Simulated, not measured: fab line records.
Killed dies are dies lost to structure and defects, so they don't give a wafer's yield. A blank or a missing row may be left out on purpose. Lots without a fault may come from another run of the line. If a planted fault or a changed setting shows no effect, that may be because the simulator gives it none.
fab line records	flow sfqLine
[record] lots = 7	wafers = 19	lastDay = 89
route steps=325 shown M2@92 I2@103 M3@118 I3@133 M8@325
lots untouched by any fault: they come from a run of this same line in which no faults occurred
startH: start of the lot's first displayed wafer, in hours after the record's first day	waitH: how many hours have passed since the lot's step before this one	" repeats the value in the row above	L1.1+2: a single row standing in for several wafers	- no value present, or no start provided	* or withheld: withheld	< > ~ a bound
route shown NAME@n: NAME is a module with steps in the file, n the number in the route of the first one	usual: mean/standard deviation taken from wafers without a fault	same: alike in all rows	chamber/n: place in a boat	sites: each site's reading	_std_site: standard deviation of those values	_edge_site: mean of outer sites minus mean of inner sites	radiusMm: for every site, how far away it sits from the centre of the wafer	mask NAME#n: copy n	behind: the most recent tool/chamber to have shaped the wafer	hold: what put the lot on hold/how long, in hours/how the hold closed	device: transistor that didn't switch, given as n, p or np	end of line: tests run on the same wafers once the route is complete	a step with no rows: only its recipe	killed: not the wafer's yield, but the dies lost to structure and defects at the first sort	map: shows each die of a wafer: x if killed, . if not, _ if none is there
set.NAME: the run value of the setting; set.NAME@STEP: its run value at that earlier step	model.NAME: the simulator's own value behind a step, which no gauge read
certain route steps with their lots: each step a table, each wafer a row
services: from which hour (startH, from the record's first day; less than 0 if before it) a tool's chamber was out of use, for how many hours, and why
[[steps]]
[step SFQ_TRILAYER_M2_LITHO_COAT_062]
[recipe] resist = BARC	spinRpm = 3000	resistThkNm = 62
[step SFQ_TRILAYER_M2_LITHO_COAT_057]
[recipe] resist = KrF	spinRpm = 3000	resistThkNm = 600
[step SFQ_TRILAYER_M2_LITHO_SOFTBAKE_061]
[recipe] tempC = withheld	timeS = withheld	resist = KrF
[step SFQ_TRILAYER_M2_LITHO_EXPOSE_058]
[recipe] maskId = M2	na = 0.6	sourceShape = conventional	sigmaOuter = 0.65	targetCdNm = 500	doseMj = 14.4
[step SFQ_TRILAYER_M2_LITHO_PEB_060]
[recipe] pebTempC = 115	pebTimeS = 60	resist = KrF
[step SFQ_TRILAYER_M2_LITHO_DEVELOP_059]
[recipe] timeS = 60	resist = KrF
[step SFQ_M2_OVL_MEAS_916]
[usual] M2_OVL = -2/5.6
lot.wafer	tool	chamber	startH	waitH	M2_OVL[nm]
L894.1	overlay-02	-	854.61	0.1	5
L894.5	"	-	"	"	-3
L894.6	"	-	"	"	1
L899.2	overlay-01	-	894.22	0.1	-6
L899.4	"	-	"	"	-6
L900.4	overlay-02	-	918.35	0.1	-15
L900.5	"	-	"	"	-7
L901.2	overlay-02	-	923.64	0.1	2
L901.5	"	-	"	"	4
L901.6	"	-	"	"	4
L908.1	overlay-01	-	939.23	0.1	1
L908.2	"	-	"	"	-1
L908.4	"	-	"	"	0
L911.2	overlay-02	-	945.24	0.1	3
L911.4	"	-	"	"	5
L911.6	"	-	"	"	5
L912.2	overlay-02	-	947.64	0.1	-4
L912.3	"	-	"	"	-3
L912.6	"	-	"	"	0
[step SFQ_TRILAYER_M2_BARC_OPEN_METAL_ETCH_077]
[recipe] maskMaterial = PR	chemistry = O2	targetDepthNm = 125	target = BARC	icpW = 600	biasW = 80	pressureMtorr = 10	timeS = 41.7
[step SFQ_TRILAYER_M2_ETCH_METAL_ETCH_060]
[recipe] target = Nb	stopOn = SiO2	maskMaterial = PR	chemistry = Cl2/Ar	targetDepthNm = 240	icpW = 600	biasW = 80	pressureMtorr = 10	timeS = 120
[step SFQ_TRILAYER_M2_STRIP_STRIP_061]
[recipe] gas = O2	powerW = 200	platenTempC = 40	overashFraction = 0.65	chemistry = O2	pressureMtorr = 50
[usual] drypumpMotorCurrentA = 6.09/0.3	oesProductAu = 1.000/0.0097	platenTempC = 39.99/0.12
lot.wafer	tool	chamber	startH	waitH	drypumpMotorCurrentA	oesProductAu	platenTempC	rfHoursCounterH
L894.1	rieMetal-02	0	854.83	0.1	6.24	1.006	39.80	5
L894.5	"	1	"	"	5.89	0.993	40.05	-
L894.6	"	0	"	"	6.19	1.007	39.78	-
L899.2	rieMetal-03	1	894.43	0.1	5.73	1.006	39.92	122
L899.4	"	0	"	"	6.59	0.993	40.11	-
L900.4	rieMetal-03	1	918.75	0.2	5.73	0.984	39.85	-
L900.5	"	0	"	"	6.57	0.999	40.07	-
L901.2	rieMetal-02	0	923.85	0.1	6.24	1.015	39.95	10
L901.5	"	1	"	"	5.90	1.007	39.96	-
L901.6	"	0	"	"	6.20	1.018	39.87	-
L908.1	rieMetal-03	0	939.45	0.1	6.60	0.982	39.99	141
L908.2	"	1	"	"	5.74	0.996	39.95	127
L908.4	"	1	"	"	5.75	1.003	40.03	-
L911.2	rieMetal-02	1	945.45	0.1	5.89	0.994	40.10	119
L911.4	"	1	"	"	5.88	1.010	40.00	-
L911.6	"	1	"	"	5.91	1.005	40.01	-
L912.2	rieMetal-01	1	947.85	0.1	6.09	0.990	40.08	50
L912.3	"	0	"	"	5.96	1.008	40.01	-
L912.6	"	0	"	"	5.96	1.000	39.86	-
[step SFQ_TRILAYER_M2_STRIP_SOLV_CLEAN_062]
[recipe] chemistry = NMP	tempC = 70	timeS = 600
[step SFQ_TRILAYER_I2_DEP_PECVD_063]
[recipe] material = SiO2	tempC = 150	timeS = 111.11	pressureTorr = 2.4	rfW = 183.3	precursor = SiH4/N2O	targetThkNm = 500
[step SFQ_TRILAYER_I2_CMP_CMP_064]
[recipe] material = SiO2	downForcePsi = 3	platenRpm = 60	padVelocityMS = 0.94248
[usual] headPressurePsi = 3.000/0.0059	motorCurrentA = 10.4/1.3	slurryFilterDpKPa = 13.49/0.13	timeToEndpointS = 215/6.8
lot.wafer	tool	chamber	startH	waitH	headPressurePsi	motorCurrentA	slurryFilterDpKPa	timeToEndpointS	model.SiO2_of_TRILAYER_I2_DEP_PECVD_063.thkNm
L894.1	cmp-02	1	857.38	1.6	2.996	14.0	13.58	210	201.3
L894.5	"	0	858.88	3.0	3.000	8.9	13.26	209	200.3
L894.6	"	1	"	"	2.991	13.2	13.47	217	201
L899.2	cmp-02	1	895.78	0.5	2.998	13.7	13.46	252	150.7
L899.4	"	2	"	"	3.016	9.7	13.45	212	199.9
L900.4	cmp-02	3	920.92	1.5	3.001	10.3	13.38	202	199.7
L900.5	"	0	"	"	2.999	9.1	13.38	256	149.2
L901.2	cmp-02	2	925.42	0.8	3.007	10.4	13.17	249	150.4
L901.5	"	2	927.42	2.7	2.998	10.2	13.46	267	150.4
L901.6	"	3	"	"	2.993	9.7	13.53	222	198.4
L908.4	cmp-01	3	942.42	2.1	3.007	9.9	13.49	201	198.5
L908.2	"	1	943.42	3.2	3.005	10.7	13.31	210	200.6
L908.1	"	2	"	"	3.012	10.1	13.51	211	199.6
L911.4	cmp-01	1	948.92	2.4	2.997	11.2	13.72	217	200.2
L911.2	"	2	"	"	2.996	9.6	13.72	210	200.3
L911.6	"	0	950.42	3.9	3.003	9.9	13.34	209	200.1
L912.2	cmp-01	0	951.42	2.8	2.999	9.9	13.49	206	199
L912.3	"	2	952.42	3.8	3.012	9.6	13.47	215	201
L912.6	"	1	953.92	5.2	3.005	11.6	13.32	222	200.5
[step SFQ_I2_BOW_MEAS_917]
[recipe] mode = bow
[usual] I2_BOW = 3/8.4
lot.wafer	tool	chamber	startH	waitH	I2_BOW[um]
L894.1	filmMetro-04	-	859.88	2.0	-8
L894.5	"	-	"	"	-7
L894.6	"	-	"	"	-5
L899.2	filmMetro-02	-	898.30	2.0	1
L899.4	"	-	"	"	1
L900.4	filmMetro-04	-	922.48	1.1	5
L900.5	"	-	"	"	13
L901.2	filmMetro-02	-	928.44	2.5	-6
L901.5	"	-	"	"	3
L901.6	"	-	"	"	3
L908.1	filmMetro-02	-	945.42	1.0	6
L908.2	"	-	"	"	12
L908.4	"	-	"	"	17
L911.2	filmMetro-03	-	951.44	1.5	24
L911.4	"	-	"	"	26
L911.6	"	-	"	"	20
L912.2	filmMetro-02	-	954.44	2.5	10
L912.3	"	-	"	"	-10
L912.6	"	-	"	"	2
[step SFQ_TRILAYER_I2_METRO_MEASURE_065]
[usual] thkNm = 199.9/1
lot.wafer	tool	chamber	startH	waitH	thkNm
L894.1	filmMetro-04	-	860.00	0.1	201.3
L894.5	"	-	"	"	200.2
L894.6	"	-	"	"	201.0
L899.2	filmMetro-02	-	898.60	0.3	150.7
L899.4	"	-	"	"	200.0
L900.4	filmMetro-04	-	923.14	0.6	199.7
L900.5	"	-	"	"	149.2
L901.2	filmMetro-02	-	928.74	0.3	150.3
L901.5	"	-	"	"	150.4
L901.6	"	-	"	"	198.4
L908.1	filmMetro-02	-	945.54	0.1	199.7
L908.2	"	-	"	"	200.7
L908.4	"	-	"	"	198.7
L911.2	filmMetro-03	-	951.74	0.3	200.4
L911.4	"	-	"	"	200.2
L911.6	"	-	"	"	200.3
L912.2	filmMetro-02	-	954.74	0.3	199.0
L912.3	"	-	"	"	201.0
L912.6	"	-	"	"	200.6
[step SFQ_TRILAYER_I2_VIA_LITHO_COAT_072]
[recipe] resist = BARC	spinRpm = 3000	resistThkNm = 62
[step SFQ_TRILAYER_I2_VIA_LITHO_COAT_067]
[recipe] resist = KrF	spinRpm = 3000	resistThkNm = 650
[step SFQ_TRILAYER_I2_VIA_LITHO_SOFTBAKE_071]
[recipe] tempC = withheld	timeS = withheld	resist = KrF
[step SFQ_TRILAYER_I2_VIA_LITHO_EXPOSE_068]
[recipe] maskId = I2	na = 0.6	sourceShape = conventional	sigmaOuter = 0.65	targetCdNm = 500	doseMj = 21.3
[step SFQ_TRILAYER_I2_VIA_LITHO_PEB_070]
[recipe] pebTempC = 115	pebTimeS = 60	resist = KrF
[step SFQ_TRILAYER_I2_VIA_LITHO_DEVELOP_069]
[recipe] timeS = 60	resist = KrF
[step SFQ_I2_OVL_MEAS_918]
[usual] I2_OVL = 2/5.7
lot.wafer	tool	chamber	startH	waitH	I2_OVL[nm]
L894.1	overlay-01	-	1005.19	0.1	8
L894.5	"	-	"	"	7
L894.6	"	-	"	"	8
L899.2	overlay-02	-	1050.92	0.1	5
L899.4	"	-	"	"	8
L900.4	overlay-01	-	1072.53	0.1	1
L900.5	"	-	"	"	3
L901.2	overlay-01	-	1078.52	0.1	-1
L901.5	"	-	"	"	-7
L901.6	"	-	"	"	-2
L908.1	overlay-02	-	1092.99	0.1	1
L908.2	"	-	"	"	3
L908.4	"	-	"	"	8
L911.2	overlay-01	-	1101.62	0.1	2
L911.4	"	-	"	"	6
L911.6	"	-	"	"	4
L912.2	overlay-01	-	1104.02	0.1	10
L912.3	"	-	"	"	16
L912.6	"	-	"	"	12
[step SFQ_TRILAYER_I2_VIA_BARC_OPEN_VIA_ETCH_096]
[recipe] maskMaterial = PR	chemistry = O2	targetDepthNm = 125	target = BARC	sourceW = 500	biasW = 80	pressureMtorr = 30	timeS = 41.7
[usual] drypumpMotorCurrentA = 5.6/0.62	oesProductAu = 0.685/0.0041
lot.wafer	tool	chamber	startH	waitH	drypumpMotorCurrentA	oesProductAu	rfHoursCounterH
L894.1	rieDiel-03	0	1005.22	0.0	6.5	0.685	16
L894.5	"	3	"	"	4.7	0.681	-
L894.6	"	0	"	"	6.6	0.687	-
L899.2	rieDiel-01	1	1050.95	0.0	5.5	0.682	11
L899.4	"	3	"	"	5.3	0.684	1
L900.4	rieDiel-02	1	1072.55	0.0	5.0	0.684	11
L900.5	"	2	"	"	5.0	0.685	-
L901.2	rieDiel-03	2	1078.55	0.0	5.7	0.688	1
L901.5	"	2	"	"	5.8	0.689	-
L901.6	"	1	"	"	5.0	0.682	-
L908.1	rieDiel-02	3	1093.03	0.0	5.8	0.685	8
L908.2	"	0	"	"	5.5	0.688	8
L908.4	"	2	"	"	5.0	0.679	2
L911.2	rieDiel-01	1	1101.65	0.0	5.5	0.688	12
L911.4	"	3	"	"	5.4	0.692	2
L911.6	"	3	"	"	5.3	0.680	-
L912.2	rieDiel-02	3	1104.05	0.0	5.8	0.679	8
L912.3	"	2	"	"	5.0	0.688	3
L912.6	"	1	"	"	5.0	0.684	-
[step SFQ_TRILAYER_I2_VIA_ETCH_VIA_ETCH_070]
[recipe] target = SiO2	stopOn = Nb	maskMaterial = PR	taperDeg = 20	chemistry = CHF3	targetDepthNm = 260	sourceW = 500	biasW = 80	pressureMtorr = 30	timeS = withheld
[usual] drypumpMotorCurrentA = 5.6/0.62	oesProductAu = 0.854/0.0048
lot.wafer	tool	chamber	startH	waitH	drypumpMotorCurrentA	oesProductAu	model.etch.depthNm	model.I2.featureDepthNm
L894.1	rieDiel-03	0	1005.26	0.0	6.5	0.853	201.3	201.3
L894.5	"	3	"	"	4.7	0.859	200.3	200.3
L894.6	"	0	"	"	6.5	0.850	201	201
L899.2	rieDiel-01	1	1050.99	0.0	5.5	0.738	150.7	150.7
L899.4	"	3	"	"	5.3	0.854	199.9	199.9
L900.4	rieDiel-02	1	1072.59	0.0	5.0	0.846	199.7	199.7
L900.5	"	2	"	"	5.0	0.737	149.2	149.2
L901.2	rieDiel-03	2	1078.59	0.0	5.8	0.732	150.4	150.4
L901.5	"	2	"	"	5.8	0.733	150.4	150.4
L901.6	"	1	"	"	5.0	0.854	198.4	198.4
L908.1	rieDiel-02	3	1093.07	0.0	5.8	0.856	199.6	199.6
L908.2	"	0	"	"	5.5	0.855	200.6	200.6
L908.4	"	2	"	"	5.0	0.853	198.5	198.5
L911.2	rieDiel-01	1	1101.69	0.0	5.5	0.855	200.3	200.3
L911.4	"	3	"	"	5.3	0.853	200.2	200.2
L911.6	"	3	"	"	5.3	0.847	200.1	200.1
L912.2	rieDiel-02	3	1104.09	0.0	5.8	0.853	199	199
L912.3	"	2	"	"	5.0	0.861	201	201
L912.6	"	1	"	"	5.0	0.854	200.5	200.5
[step SFQ_TRILAYER_I2_VIA_STRIP_STRIP_071]
[recipe] gas = O2	powerW = 200	platenTempC = 40	overashFraction = 0.65	chemistry = O2	pressureMtorr = 50
[step SFQ_TRILAYER_I2_VIA_STRIP_SOLV_CLEAN_072]
[recipe] chemistry = NMP	tempC = 70	timeS = 600
[step SFQ_TRILAYER_M3_DEP_PRE_CLEAN_074]
[recipe] gas = Ar	timeS = 22.5	biasV = 250
lot.wafer	tool	chamber	startH	waitH	model.SiO2_of_TRILAYER_I2_DEP_PECVD_063.thkNm
L894.1	pvdSputter-06	-	1006.75	0.0	193.8
L894.5	"	-	"	"	192.8
L894.6	"	-	"	"	193.5
L899.2	pvdSputter-04	-	1051.88	0.0	143.2
L899.4	"	-	"	"	192.4
L900.4	pvdSputter-04	-	1073.65	0.0	192.2
L900.5	"	-	"	"	141.7
L901.2+5	pvdSputter-03	-	1079.48	0.0	142.9
L901.6	"	-	"	"	190.9
L908.1	pvdSputter-04	-	1093.96	0.0	192.1
L908.2	"	-	"	"	193.1
L908.4	"	-	"	"	191
L911.2	pvdSputter-04	-	1102.60	0.0	192.8
L911.4	"	-	"	"	192.7
L911.6	"	-	"	"	192.6
L912.2	pvdSputter-03	-	1104.98	0.0	191.5
L912.3	"	-	"	"	193.5
L912.6	"	-	"	"	193
[step SFQ_TRILAYER_M3_DEP_SPUTTER_073]
[recipe] material = Nb	basePressurePa = 1.33e-06	chamberPressurePa = 0.1333	substrateTempC = 20	resputterCathodeVoltageV = 400	targetThkNm = 200	powerW = 2000	timeS = 133.3
[usual] substrateTempC = 19.99/0.11	throttleValvePct = 29.9/0.75
lot.wafer	tool	chamber	startH	waitH	substrateTempC	throttleValvePct
L894.1	pvdSputter-06	-	1006.78	0.0	19.82	29.6
L894.5	"	-	"	"	19.96	29.8
L894.6	"	-	"	"	20.04	29.4
L899.2	pvdSputter-04	-	1051.91	0.0	19.97	29.1
L899.4	"	-	"	"	20.00	30.6
L900.4	pvdSputter-04	-	1073.68	0.0	20.02	30.4
L900.5	"	-	"	"	20.08	30.4
L901.2	pvdSputter-03	-	1079.51	0.0	19.83	29.2
L901.5	"	-	"	"	20.16	29.7
L901.6	"	-	"	"	19.88	30.3
L908.1	pvdSputter-04	-	1093.99	0.0	20.03	30.7
L908.2	"	-	"	"	20.06	30.9
L908.4	"	-	"	"	20.00	29.2
L911.2	pvdSputter-04	-	1102.63	0.0	19.87	30.6
L911.4	"	-	"	"	20.00	31.4
L911.6	"	-	"	"	19.93	30.7
L912.2	pvdSputter-03	-	1105.01	0.0	20.06	29.3
L912.3	"	-	"	"	20.01	30.5
L912.6	"	-	"	"	19.96	29.8
[step SFQ_M3_RS_MEAS_919]
[recipe] thkMeasGauge = four-point-probe	reads = Nb_of_TRILAYER_M3_DEP_SPUTTER_073
[usual] M3_NB_RS = 0.890/0.0097
lot.wafer	tool	chamber	startH	waitH	M3_NB_RS[ohm/sq]
L894.1	filmMetro-01	-	1006.87	0.0	0.875
L894.5	"	-	"	"	0.878
L894.6	"	-	"	"	0.873
L899.2	filmMetro-03	-	1052.02	0.1	0.888
L899.4	"	-	"	"	0.898
L900.4	filmMetro-03	-	1073.83	0.1	0.898
L900.5	"	-	"	"	0.893
L901.2	filmMetro-04	-	1079.62	0.1	0.887
L901.5	"	-	"	"	0.889
L901.6	"	-	"	"	0.891
L908.1	filmMetro-01	-	1094.08	0.0	0.908
L908.2	"	-	"	"	0.888
L908.4	"	-	"	"	0.890
L911.2	filmMetro-03	-	1102.74	0.1	0.904
L911.4	"	-	"	"	0.905
L911.6	"	-	"	"	0.905
L912.2	filmMetro-04	-	1105.12	0.1	0.874
L912.3	"	-	"	"	0.882
L912.6	"	-	"	"	0.888
[step SFQ_TRILAYER_M3_LITHO_COAT_080]
[recipe] resist = BARC	spinRpm = 3000	resistThkNm = 62
[step SFQ_TRILAYER_M3_LITHO_COAT_075]
[recipe] resist = KrF	spinRpm = 3000	resistThkNm = 600
[step SFQ_TRILAYER_M3_LITHO_SOFTBAKE_079]
[recipe] tempC = withheld	timeS = withheld	resist = KrF
[step SFQ_TRILAYER_M3_LITHO_EXPOSE_076]
[recipe] maskId = M3	na = 0.6	sourceShape = conventional	sigmaOuter = 0.65	targetCdNm = 500	doseMj = 14.4
[step SFQ_TRILAYER_M3_LITHO_PEB_078]
[recipe] pebTempC = 115	pebTimeS = 60	resist = KrF
[step SFQ_TRILAYER_M3_LITHO_DEVELOP_077]
[recipe] timeS = 60	resist = KrF
[step SFQ_M3_OVL_MEAS_921]
[usual] M3_OVL = -1/6
lot.wafer	tool	chamber	startH	waitH	M3_OVL[nm]
L894.1	overlay-01	-	1029.94	0.1	1
L894.5	"	-	"	"	5
L894.6	"	-	"	"	-4
L899.2	overlay-01	-	1055.97	0.1	-3
L899.4	"	-	"	"	-5
L900.4	overlay-02	-	1198.01	0.1	3
L900.5	"	-	"	"	-3
L901.2	overlay-01	-	1205.20	0.1	0
L901.5	"	-	"	"	5
L901.6	"	-	"	"	-1
L908.1	overlay-01	-	1224.39	0.1	7
L908.2	"	-	"	"	2
L908.4	"	-	"	"	10
L911.2	overlay-01	-	1236.40	0.1	-4
L911.4	"	-	"	"	-3
L911.6	"	-	"	"	2
L912.2	overlay-02	-	1237.60	0.1	8
L912.3	"	-	"	"	8
L912.6	"	-	"	"	3
[step SFQ_TRILAYER_M3_BARC_OPEN_METAL_ETCH_100]
[recipe] maskMaterial = PR	chemistry = O2	targetDepthNm = 125	target = BARC	icpW = 600	biasW = 80	pressureMtorr = 10	timeS = 41.7
[usual] drypumpMotorCurrentA = 6.0/0.48	oesProductAu = 0.684/0.0044
lot.wafer	tool	chamber	startH	waitH	drypumpMotorCurrentA	oesProductAu	rfHoursCounterH
L894.1	rieMetal-04	0	1029.97	0.0	6.4	0.686	10
L894.5	"	0	"	"	6.4	0.677	-
L894.6	"	1	"	"	5.2	0.679	-
L899.2	rieMetal-02	0	1056.00	0.0	6.3	0.690	23
L899.4	"	0	"	"	6.3	0.684	-
L900.4	rieMetal-04	0	1198.05	0.0	6.4	0.679	-
L900.5	"	0	"	"	6.4	0.684	-
L901.2	rieMetal-02	1	1205.23	0.0	5.9	0.683	9
L901.5	"	1	"	"	5.9	0.684	-
L901.6	"	0	"	"	6.2	0.689	-
L908.1	rieMetal-03	0	1224.43	0.0	6.5	0.688	35
L908.2	"	1	"	"	5.7	0.683	26
L908.4	"	0	"	"	6.6	0.689	-
L911.2	rieMetal-03	1	1236.43	0.0	5.7	0.689	28
L911.4	"	0	"	"	6.6	0.685	-
L911.6	"	1	"	"	5.7	0.687	-
L912.2	rieMetal-02	1	1237.63	0.0	5.9	0.685	14
L912.3	"	0	"	"	6.3	0.682	-
L912.6	"	0	"	"	6.3	0.684	-
[step SFQ_TRILAYER_M3_ETCH_METAL_ETCH_078]
[recipe] target = Nb	stopOn = SiO2	maskMaterial = PR	chemistry = Cl2/Ar	targetDepthNm = 240	icpW = 600	biasW = 80	pressureMtorr = 10	timeS = 120
[usual] drypumpMotorCurrentA = 6.0/0.48	oesProductAu = 0.894/0.006
lot.wafer	tool	chamber	startH	waitH	drypumpMotorCurrentA	oesProductAu	rfHoursCounterH
L894.1	rieMetal-04	0	1030.03	0.0	6.4	0.897	10
L894.5	"	0	"	"	6.4	0.905	-
L894.6	"	1	"	"	5.1	0.901	-
L899.2	rieMetal-02	0	1056.06	0.0	6.2	0.899	23
L899.4	"	0	"	"	6.2	0.891	-
L900.4	rieMetal-04	0	1198.13	0.1	6.4	0.891	-
L900.5	"	0	"	"	6.4	0.891	-
L901.2	rieMetal-02	1	1205.29	0.0	5.9	0.901	9
L901.5	"	1	"	"	5.9	0.890	-
L901.6	"	0	"	"	6.3	0.899	-
L908.1	rieMetal-03	0	1224.49	0.0	6.6	0.883	35
L908.2	"	1	"	"	5.7	0.900	26
L908.4	"	0	"	"	6.6	0.891	-
L911.2	rieMetal-03	1	1236.49	0.0	5.7	0.890	28
L911.4	"	0	"	"	6.6	0.890	-
L911.6	"	1	"	"	5.7	0.881	-
L912.2	rieMetal-02	1	1237.69	0.0	5.9	0.902	14
L912.3	"	0	"	"	6.2	0.891	-
L912.6	"	0	"	"	6.3	0.902	-
[step SFQ_TRILAYER_M3_STRIP_STRIP_079]
[recipe] gas = O2	powerW = 200	platenTempC = 40	overashFraction = 0.65	chemistry = O2	pressureMtorr = 50
[step SFQ_TRILAYER_M3_STRIP_SOLV_CLEAN_080]
[recipe] chemistry = NMP	tempC = 70	timeS = 600
[step SFQ_TRILAYER_I3_DEP_PECVD_081]
[recipe] material = SiO2	tempC = 150	timeS = 111.11	pressureTorr = 2.4	rfW = 183.3	precursor = SiH4/N2O	targetThkNm = 500
[step SFQ_M8_BOW_MEAS_951]
[recipe] mode = bow
[usual] M8_BOW = 8/13
lot.wafer	tool	chamber	startH	waitH	M8_BOW[um]	model.etest.i2.linkOhm
L894.1	filmMetro-02	-	1832.86	0.0	-4	1.93
L894.5	"	-	"	"	-4	1.944
L894.6	"	-	"	"	-1	1.934
L899.2	filmMetro-03	-	1921.72	0.0	11	1.903
L899.4	"	-	"	"	11	1.966
L900.4	filmMetro-03	-	1925.36	0.1	6	1.97
L900.5	"	-	"	"	15	1.933
L901.2	filmMetro-04	-	1927.72	0.0	15	1.922
L901.5	"	-	"	"	23	1.924
L901.6	"	-	"	"	22	1.976
L908.1	filmMetro-04	-	1975.14	0.0	12	1.985
L908.2	"	-	"	"	19	1.954
L908.4	"	-	"	"	22	1.963
L911.2	filmMetro-02	-	2123.44	0.0	49	1.972
L911.4	"	-	"	"	50	1.981
L911.6	"	-	"	"	44	1.974
L912.2	filmMetro-03	-	2138.20	0.0	2	1.952
L912.3	"	-	"	"	-18	1.952
L912.6	"	-	"	"	-4	1.956
[[services]]
tool	chamber	startH	hours	kind
rieDiel-03	1	833.75	13.0	repair
rieDiel-02	-	839.12	0.1	repair
rieMetal-03	-	849.43	2.8	pm
rieMetal-02	-	856.69	1.8	repair
rieMetal-02	0	857.51	29.8	repair
pvdSputter-04	-	866.66	3.9	repair
rieDiel-03	2	872.82	13.5	repair
rieDiel-02	-	890.56	2.8	pm
pvdSputter-04	-	903.23	7.7	repair
rieMetal-02	0	904.56	2.7	repair
rieDiel-02	0	913.69	1.3	repair
rieMetal-03	-	914.82	2.3	repair
pvdSputter-03	-	922.14	1.5	repair
pvdSputter-03	-	927.10	4.2	repair
rieDiel-02	0	956.45	31.2	repair
rieDiel-02	3	963.26	1.5	repair
rieMetal-02	-	965.48	1.0	repair
rieMetal-02	0	999.36	29.3	repair
rieDiel-02	-	1117.93	0.7	repair
rieMetal-02	-	1133.57	0.9	repair
pvdSputter-04	-	1138.19	2.5	repair
rieMetal-02	1	1150.30	20.5	repair
pvdSputter-04	-	1189.09	1.5	repair
rieDiel-02	0	1213.44	20.8	repair
[[key]]
[firstSign] step = SFQ_TRILAYER_I2_CMP_CMP_064	reading = timeToEndpointS	direction = up	sigmas = 6	usual = *	struck = *
[effect] step = SFQ_TRILAYER_I2_METRO_MEASURE_065	reading = thkNm	direction = down	sigmas = 49	usual = 199.9	struck = 150.1
[effect] step = SFQ_TRILAYER_I2_VIA_ETCH_VIA_ETCH_070	reading = oesProductAu	direction = down	sigmas = 25	usual = 0.854	struck = 0.735
[modelEffect] step = SFQ_TRILAYER_I2_CMP_CMP_064	value = SiO2_of_TRILAYER_I2_DEP_PECVD_063.thkNm	without = 200.2	struck = 150.2
[modelEffect] step = SFQ_TRILAYER_I2_VIA_ETCH_VIA_ETCH_070	value = etch.depthNm	without = 200.2	struck = 150.2
[modelEffect] step = SFQ_TRILAYER_M3_DEP_PRE_CLEAN_074	value = SiO2_of_TRILAYER_I2_DEP_PECVD_063.thkNm	without = 192.7	struck = 142.7
[modelEffect] step = SFQ_M8_BOW_MEAS_951	value = etest.i2.linkOhm	without = 1.966	struck = 1.92
metAt SFQ_TRILAYER_I2_CMP_CMP_064
struckWafers L899.2,L900.5,L901.2,L901.5
onsetBetween 857.38 895.78
[fault] kind = processParameterDrift	tool = cmp-02	chamber = -	onsetH = 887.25	steps = SFQ_TRILAYER_I2_CMP_CMP_064	channel = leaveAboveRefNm	offset = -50	shape = step	endH = 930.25	scope = struckWafersOnly	actsIn = theseRecipesOnly	stated = 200
